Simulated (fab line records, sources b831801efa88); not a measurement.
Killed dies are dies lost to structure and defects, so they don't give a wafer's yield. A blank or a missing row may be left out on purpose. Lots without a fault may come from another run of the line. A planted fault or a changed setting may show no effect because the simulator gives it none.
One fault seen from 2 desks | flow sky130 | each desk has only its own numbers; what lay behind them comes last

THE TOOL OWNER'S DESK: implanter-04
The tool's own readings at SKY_VT_ADJUST_LVTN_IMPLANT_08: means of the sampled wafers that have a number, for each lot that ran on this tool. A lot is out of limits, marked OUT, if its mean lies more than 4 standard deviations from the usual mean; the brackets give that distance.
Columns: A = dose_ions_cm2 at SKY_VT_ADJUST_LVTN_IMPLANT_08, usual 1.5699e+12; B = faraday_current_uA at SKY_VT_ADJUST_LVTN_IMPLANT_08, usual 8.84
lot  | first seen here | A                            | B
L789 | day 6 18:33     | 1.5700e+12                   | 8.74
L790 | day 7 04:25     | 1.5699e+12                   | 8.73
L796 | day 8 16:59     | 1.5700e+12                   | 8.60
L800 | day 10 02:21    | 2.2128e+12 (+99 or more) OUT | 12.56 (+20) OUT
L803 | day 10 17:17    | 2.2126e+12 (+99 or more) OUT | 12.22 (+18) OUT
L812 | day 13 02:30    | 1.5686e+12                   | 9.03
This desk's finding: out of limits on L800, L803; first on L800, day 10 02:21 (dose_ions_cm2 at SKY_VT_ADJUST_LVTN_IMPLANT_08). In limits: L789, L790, L796, L812.

THE METROLOGY DESK
What the gauges read, lot by lot, whatever tool the lot ran on: means of the sampled wafers that have a number. A lot is out of limits, marked OUT, if its mean lies more than 4 standard deviations from the usual mean; the brackets give that distance.
Columns: A = VT_ADJUST_LVTN_OVL at SKY_VT_ADJUST_LVTN_OVL_MEAS_07, usual -0.2 nm; B = VT_ADJUST_LVTN_TW at SKY_VT_ADJUST_LVTN_TW_MEAS_10, usual 242.1; C = VT_ADJUST_LVTN_01_OVL at SKY_VT_ADJUST_LVTN_OVL_MEAS_18, usual -0.9 nm
lot  | first seen here | A    | B               | C
L789 | day 6 18:31     | 0.3  | 244.6           | -1.8
L790 | day 7 04:22     | 0.9  | 240.2           | -3.0
L791 | day 7 09:29     | -0.1 | 245.2           | -1.4
L793 | day 8 02:19     | 0.6  | 240.6           | -3.3
L794 | day 8 08:33     | -2.1 | 240.3           | -3.2
L796 | day 8 16:56     | -1.4 | 240.5           | -0.9
L800 | day 10 02:19    | -2.9 | 267.1 (+10) OUT | -0.3
L801 | day 10 05:38    | -1.6 | 245.4           | -1.1
L803 | day 10 17:12    | 1.0  | 271.3 (+12) OUT | 1.2
L806 | day 11 09:39    | 0.8  | 238.3           | 2.8
L808 | day 12 12:46    | -0.6 | 242.3           | -3.5
L812 | day 13 02:28    | 0.0  | 245.5           | -0.1
This desk's finding: out of limits on L800, L803; first on L800, day 10 02:36 (VT_ADJUST_LVTN_TW at SKY_VT_ADJUST_LVTN_TW_MEAS_10). In limits: L789, L790, L791, L793, L794, L796, L801, L806, L808, L812.

PUT TOGETHER
The tool owner's desk could have raised an alarm at day 10 02:21, on L800, L803.
The metrology desk could have raised an alarm at day 10 02:36, on L800, L803.
Of the lots named, all ran SKY_VT_ADJUST_LVTN_IMPLANT_08 on implanter-04.

WHAT THE SIMULATOR HAD PUT IN
Process parameter drift: implanter-04, from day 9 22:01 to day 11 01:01, at SKY_VT_ADJUST_LVTN_IMPLANT_08. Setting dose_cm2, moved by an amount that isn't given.
Lots struck among those shown: L800, L803.
Hours from the fault's start to each desk's first reading out of limits: the tool owner's desk, 4; the metrology desk, 5.
